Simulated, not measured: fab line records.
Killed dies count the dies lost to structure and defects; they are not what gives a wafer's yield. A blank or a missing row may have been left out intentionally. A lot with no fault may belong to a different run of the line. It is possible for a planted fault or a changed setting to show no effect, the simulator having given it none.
Struck lot and sound lot, side by side	flow sky130	15 out of 708 route steps
Sound: wafers L193.1, L193.4, L193.6. The struck wafers were L205.1, L205.2, L205.5. Last of all comes the cause.
Each step with rows lists, per side, the tool, then ch with its chambers, then its first start. Under that, the readings that differ: sound wafers	struck wafers	difference of the means	sigmas: that difference in standard deviations of wafers without a fault.
alike: same words and numbers on both sides, and readings whose means sit less than 2 such deviations apart. not compared: any withheld reading, any reading some wafer has no value for, any bound like >300 that may hide the same value, and any number with overlapping values for which the record gives no deviation.
A row with sigmas, a row that says differs or no value, or rows on one side alone: a step with any of these is where the two part. Numbers that don't overlap but have no deviation are shown without sigmas and don't part them. A reading missing from all wafers of one side parts the sides only when that side holds two or more wafers.

first, 2 steps without rows for these wafers: SKY_METAL5_CLEAN_18 (cleans in IPA, time 180 s); SKY_METAL5_CLEAN_19 (cleans in O3/DIW).
SKY_PASSIVATION_CVD_00: deposits SiO2, target thk 90 nm.
  sound on pecvd-03 ch 0,2, day 45 00:43; struck on pecvd-01 ch 1,2, day 47 10:10
  alike: heater-power-w, susceptor-temp-C
SKY_PASSIVATION_THK_MEAS_01:
  sound on film-metro-02 at day 45 00:44; struck on film-metro-04 at day 47 10:11
  alike: PASSIVATION_CVD_00_THK
SKY_PASSIVATION_CVD_02: deposits Si3N4, target thk 540 nm.
  sound on pecvd-04 ch 0,1,2, day 45 00:47; struck on pecvd-03 ch 0,2, day 47 10:14
  alike: heater-power-w, susceptor-temp-C
SKY_PASSIVATION_THK_MEAS_03:
  sound on film-metro-04 at day 45 01:01; struck on film-metro-03 at day 47 10:35
  alike: PASSIVATION_CVD_02_THK
then, 6 steps without rows for these wafers: SKY_PASSIVATION_DEHYDRATE_04 (time 60 s); SKY_PASSIVATION_HMDS_05 (prime time 60 s); SKY_PASSIVATION_COAT_06 (resist thk 3000 nm); SKY_PASSIVATION_SOFTBAKE_07; SKY_PASSIVATION_EXPOSE_08 (exposes mask NSM, target cd 3000 nm); SKY_PASSIVATION_PEB_09.
SKY_PASSIVATION_DEVELOP_10: develop time 60 s.
  sound on litho-track-03 ch 0, day 45 21:00; struck on litho-track-03 ch 0, day 48 05:00
reading	sound	struck	difference	sigmas
developer-temp-C (C)	22.95 23.19 23.05	24.01 24.04 23.99	+0.95	+9
SKY_PASSIVATION_ETCH_11: etches the open film in CF4/O2, stops on AlCu, target depth 725 nm, time 161.1 s.
  sound on rie-diel-01 ch 0,1,2, day 45 22:01; struck on rie-diel-02 ch 0,1,2, day 48 05:49
  alike: bias-w, drypump-motor-current-A, oes-product-au, throttle-valve-pct
  not compared: rf-hours-counter-h
SKY_PAD_OPEN_PROBE_99:
  only the struck wafers here have rows in the record (prober-01, day 49 03:41); the sound ones have none

## WHERE THEY PART
Last at SKY_PAD_OPEN_PROBE_99 as far as this record goes, first at SKY_PASSIVATION_DEVELOP_10.

WHY: whatever the simulator had introduced
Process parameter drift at SKY_PASSIVATION_DEVELOP_10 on litho-track-03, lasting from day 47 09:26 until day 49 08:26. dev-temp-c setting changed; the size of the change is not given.
